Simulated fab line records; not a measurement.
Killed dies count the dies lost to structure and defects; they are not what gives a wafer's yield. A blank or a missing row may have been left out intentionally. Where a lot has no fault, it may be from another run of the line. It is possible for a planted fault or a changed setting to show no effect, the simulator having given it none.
fab line records    flow sky130
record lots=14  wafers=42  lastDay=50
route steps=708 shown CAPM@538 METAL4@601 CAP2M@614
lots that met no fault: from a run of the same line without faults
startH: hours from the record's opening day to when the first of the lot's shown wafers began    waitH: time in hours since the lot's previous step    " repeats the value in the row above    L1.1+2: a single row standing in for several wafers    - no value, or no start given    * or withheld: withheld    < > ~ a bound
route shown NAME@n: names a module that has steps shown in the file, with the first one's number in the route    usual: mean and standard deviation over wafers with no fault    same: alike in all rows    chamber/n: place in a boat    sites: per-site readings    _std_site: how widely they spread, as a standard deviation    _edge_site: mean of outer sites minus mean of inner sites    radiusMm: how far each site lies from the wafer's centre    mask NAME#n: copy n    behind: the tool/chamber that last shaped the wafer    hold: the reason the lot was held/the length of the hold in hours/how it ended    device: names the non-switching transistor (n, p or np)    end of line: tests of these same wafers at the route's end    for a step that has no rows: nothing shown but its recipe    killed: not the wafer's yield, but the dies lost to structure and defects at the first sort    map: dies across one wafer; x = killed, . = not, _ = none there
set.NAME: the setting as run; set.NAME@STEP: as run at that earlier step    model.NAME: the simulator's own value behind a step, which no gauge read
a sample of lots followed through the steps of the route, with each step as a table and each wafer as a row
services: when a tool's chamber went out of use (startH, in hours from the record's first day, below 0 if earlier), for how many hours, and the reason
## steps
# step SKY_CAPM_THK_MEAS_01
# recipe reads=SiO2_of_CAPM_CVD_00
# usual CAPM_CVD_00_THK=15.50/0.24
lot.wafer  tool          chamber  startH   waitH  CAPM_CVD_00_THK[nm]
L480.1     filmMetro-03  -        850.53   -      15.31
L480.2     "             -        "        "      15.24
L480.3     "             -        "        "      15.58
L482.1     filmMetro-02  -        875.93   -      15.22
L482.2     "             -        "        "      15.43
L482.4     "             -        "        "      15.88
L483.4     filmMetro-02  -        878.04   -      15.41
L483.5     "             -        "        "      15.38
L483.6     "             -        "        "      15.07
L484.1     filmMetro-03  -        885.23   -      15.48
L484.2     "             -        "        "      15.16
L484.4     "             -        "        "      15.84
L485.2     filmMetro-02  -        895.86   -      15.97
L485.4     "             -        "        "      15.90
L485.6     "             -        "        "      15.69
L486.1     filmMetro-02  -        897.81   -      15.16
L486.3     "             -        "        "      15.01
L486.4     "             -        "        "      15.29
L487.2     filmMetro-01  -        909.78   -      15.33
L487.5     "             -        "        "      15.74
L487.6     "             -        "        "      15.89
L496.3     filmMetro-03  -        973.33   -      15.43
L496.5     "             -        "        "      15.17
L496.6     "             -        "        "      15.27
L497.2     filmMetro-03  -        978.71   -      15.28
L497.4     "             -        "        "      15.34
L497.5     "             -        "        "      15.28
L498.1     filmMetro-01  -        983.92   -      15.40
L498.2     "             -        "        "      15.39
L498.4     "             -        "        "      15.80
L499.2     filmMetro-03  -        986.57   -      15.19
L499.3     "             -        "        "      15.23
L499.5     "             -        "        "      15.41
L500.1     filmMetro-03  -        993.82   -      15.24
L500.2     "             -        "        "      15.38
L500.6     "             -        "        "      15.66
L501.1     filmMetro-03  -        999.01   -      15.78
L501.2     "             -        "        "      15.59
L501.3     "             -        "        "      15.63
L502.3     filmMetro-02  -        1004.39  -      15.13
L502.4     "             -        "        "      15.59
L502.5     "             -        "        "      15.44
# step SKY_CAPM_THK_MEAS_04
# recipe thkMeasGauge=xrf  reads=TiN_of_CAPM_SPUTTER_02
# usual CAPM_TIN_THK=195.6/2.4
lot.wafer  tool          chamber  startH   waitH  CAPM_TIN_THK[nm]
L480.1     filmMetro-02  -        850.82   0.1    196.6
L480.2     "             -        "        "      197.0
L480.3     "             -        "        "      197.6
L482.1     filmMetro-03  -        876.22   0.1    197.0
L482.2     "             -        "        "      193.7
L482.4     "             -        "        "      195.2
L483.4     filmMetro-01  -        878.33   0.1    193.9
L483.5     "             -        "        "      197.8
L483.6     "             -        "        "      195.3
L484.1     filmMetro-02  -        885.52   0.1    197.4
L484.2     "             -        "        "      199.7
L484.4     "             -        "        "      194.1
L485.2     filmMetro-01  -        896.15   0.1    194.6
L485.4     "             -        "        "      193.8
L485.6     "             -        "        "      193.1
L486.1     filmMetro-03  -        898.10   0.1    194.0
L486.3     "             -        "        "      195.4
L486.4     "             -        "        "      195.9
L487.2     filmMetro-03  -        910.07   0.1    199.9
L487.5     "             -        "        "      199.5
L487.6     "             -        "        "      192.6
L496.3     filmMetro-02  -        973.62   0.1    199.7
L496.5     "             -        "        "      196.2
L496.6     "             -        "        "      198.1
L497.2     filmMetro-02  -        979.01   0.1    199.6
L497.4     "             -        "        "      199.1
L497.5     "             -        "        "      197.8
L498.1     filmMetro-03  -        984.21   0.1    193.7
L498.2     "             -        "        "      192.1
L498.4     "             -        "        "      195.1
L499.2     filmMetro-01  -        986.86   0.1    192.6
L499.3     "             -        "        "      195.5
L499.5     "             -        "        "      194.5
L500.1     filmMetro-01  -        994.11   0.1    198.7
L500.2     "             -        "        "      194.0
L500.6     "             -        "        "      194.3
L501.1     filmMetro-01  -        999.30   0.1    194.9
L501.2     "             -        "        "      193.8
L501.3     "             -        "        "      194.5
L502.3     filmMetro-01  -        1004.68  0.1    198.3
L502.4     "             -        "        "      197.8
L502.5     "             -        "        "      197.6
# step SKY_METAL4_SPUTTER_03
# recipe material=Ti  targetThkNm=5  powerW=3000  timeS=3.3  chamberPressurePa=0.4
# usual throttleValvePct=29.9/0.92
# same timeS=3.3
lot.wafer  tool           chamber  startH   waitH  throttleValvePct
L480.1     pvdSputter-03  -        928.92   0.0    29.4
L480.2     "              -        "        "      29.8
L480.3     "              -        "        "      28.2
L482.1     pvdSputter-02  -        954.93   0.0    28.5
L482.2     "              -        "        "      31.2
L482.4     "              -        "        "      29.1
L483.4     pvdSputter-03  -        958.18   0.0    28.5
L483.5     "              -        "        "      28.6
L483.6     "              -        "        "      29.5
L484.1     pvdSputter-02  -        965.12   0.0    29.2
L484.2     "              -        "        "      31.0
L484.4     "              -        "        "      29.2
L485.2     pvdSputter-04  -        975.30   0.0    29.5
L485.4     "              -        "        "      31.4
L485.6     "              -        "        "      30.6
L486.1     pvdSputter-03  -        975.78   0.0    28.7
L486.3     "              -        "        "      29.6
L486.4     "              -        "        "      29.5
L487.2     pvdSputter-02  -        987.22   0.0    29.6
L487.5     "              -        "        "      30.9
L487.6     "              -        "        "      28.7
L496.3     pvdSputter-04  -        1046.21  0.0    29.9
L496.5     "              -        "        "      30.9
L496.6     "              -        "        "      31.6
L497.2     pvdSputter-04  -        1051.31  0.0    31.9
L497.4     "              -        "        "      29.3
L497.5     "              -        "        "      29.2
L498.1     pvdSputter-02  -        1057.01  0.0    29.4
L498.2     "              -        "        "      29.5
L498.4     "              -        "        "      28.5
L499.2     pvdSputter-03  -        1058.82  0.0    29.5
L499.3     "              -        "        "      30.0
L499.5     "              -        "        "      28.5
L500.1     pvdSputter-04  -        1065.37  0.0    28.9
L500.2     "              -        "        "      30.0
L500.6     "              -        "        "      30.8
L501.1     pvdSputter-04  -        1071.16  0.0    31.6
L501.2     "              -        "        "      30.6
L501.3     "              -        "        "      29.2
L502.3     pvdSputter-03  -        1075.02  0.0    29.8
L502.4     "              -        "        "      29.9
L502.5     "              -        "        "      29.4
# step SKY_CAP2M_DEVELOP_11
# recipe resist=NOVOLAK  developer=TMAH  developTimeS=60  devTempC=23
# usual chillPlateTempC=23.00/0.1  developTimeS=60/0  exhaustPa=45.2/0.86
lot.wafer  tool           chamber  startH   waitH  chillPlateTempC  developTimeS  exhaustPa
L480.1     lithoTrack-01  0        954.92   0.1    23.05            60            46.8
L480.2     "              0        "        "      23.03            60            45.6
L480.3     "              0        "        "      22.91            60            46.9
L482.1     lithoTrack-02  0        979.17   0.1    22.97            60            45.9
L482.2     "              0        "        "      22.90            60            45.0
L482.4     "              0        "        "      23.08            60            46.8
L483.4     lithoTrack-01  0        982.60   0.1    22.98            60            44.7
L483.5     "              0        "        "      23.24            60            45.3
L483.6     "              0        "        "      22.87            60            45.3
L484.1     lithoTrack-03  0        989.11   0.1    23.09            60            44.2
L484.2     "              0        "        "      22.98            60            45.2
L484.4     "              0        "        "      23.11            60            43.9
L485.2     lithoTrack-02  0        998.49   0.1    22.89            60            46.2
L485.4     "              0        "        "      22.95            60            45.8
L485.6     "              0        "        "      22.93            60            45.4
L486.1     lithoTrack-01  -        999.37   0.1    -                -             -
L486.3     "              -        "        "      -                -             -
L486.4     "              -        "        "      -                -             -
L487.2     lithoTrack-03  -        1009.93  0.1    -                -             -
L487.5     "              -        "        "      -                -             -
L487.6     "              -        "        "      -                -             -
L496.3     lithoTrack-03  0        1068.16  0.1    22.95            60            46.4
L496.5     "              0        "        "      23.00            60            46.0
L496.6     "              0        "        "      22.86            60            44.6
L497.2     lithoTrack-01  0        1072.95  0.1    23.05            60            46.7
L497.4     "              0        "        "      22.98            60            45.3
L497.5     "              0        "        "      22.98            60            44.6
L498.1     lithoTrack-01  0        1078.62  0.1    22.99            60            44.2
L498.2     "              0        "        "      23.11            60            44.1
L498.4     "              0        "        "      23.16            60            44.7
L499.2     lithoTrack-02  0        1080.04  0.1    23.17            60            45.2
L499.3     "              0        "        "      23.05            60            45.4
L499.5     "              0        "        "      23.18            60            46.6
L500.1     lithoTrack-02  0        1086.02  0.1    23.13            60            45.5
L500.2     "              0        "        "      23.10            60            45.7
L500.6     "              0        "        "      22.99            60            45.6
L501.1     lithoTrack-01  0        1091.42  0.1    22.95            60            45.2
L501.2     "              0        "        "      23.07            60            45.8
L501.3     "              0        "        "      23.00            60            44.9
L502.3     lithoTrack-02  0        1095.87  0.1    23.09            60            44.5
L502.4     "              0        "        "      23.10            60            45.8
L502.5     "              0        "        "      23.07            60            46.4
## services
tool           chamber  startH   hours  kind
pvdSputter-02  -        908.89   0.5    repair
pvdSputter-04  -        911.27   3.2    repair
pvdSputter-02  -        947.51   4.0    repair
pvdSputter-03  -        967.76   2.9    repair
pvdSputter-04  -        1011.22  2.6    repair
pvdSputter-03  -        1016.37  3.0    repair
pvdSputter-04  -        1052.56  0.5    repair
pvdSputter-02  -        1067.27  2.5    repair
## key
firstSign step=SKY_CAP2M_DEVELOP_11  reading=toolRecord  direction=missing
effect none on later readings
metAt SKY_CAP2M_DEVELOP_11
struckLots L486,L487
laterRowsLeftOut L486.1,L486.3,L486.4,L487.2,L487.5,L487.6
sortLeftOut L486.1,L486.3,L486.4,L487.2,L487.5,L487.6
notActingAt SKY_CAPM_THK_MEAS_01,SKY_CAPM_THK_MEAS_04,SKY_METAL4_SPUTTER_03
onsetBetween 989.11 999.37
fault kind=skippedStepWhole  tool=lithoTrack-01,lithoTrack-03  chamber=-  onsetH=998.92  steps=SKY_CAP2M_DEVELOP_11  scope=struckLotsOnly
# sortLeftOut: the simulated sort isn't trusted on such a fault, so these wafers' sort isn't shown, and their yield isn't known
# laterRowsLeftOut: the simulator's readings of these wafers behind a module that went badly wrong aren't trusted and aren't shown, but for the sort
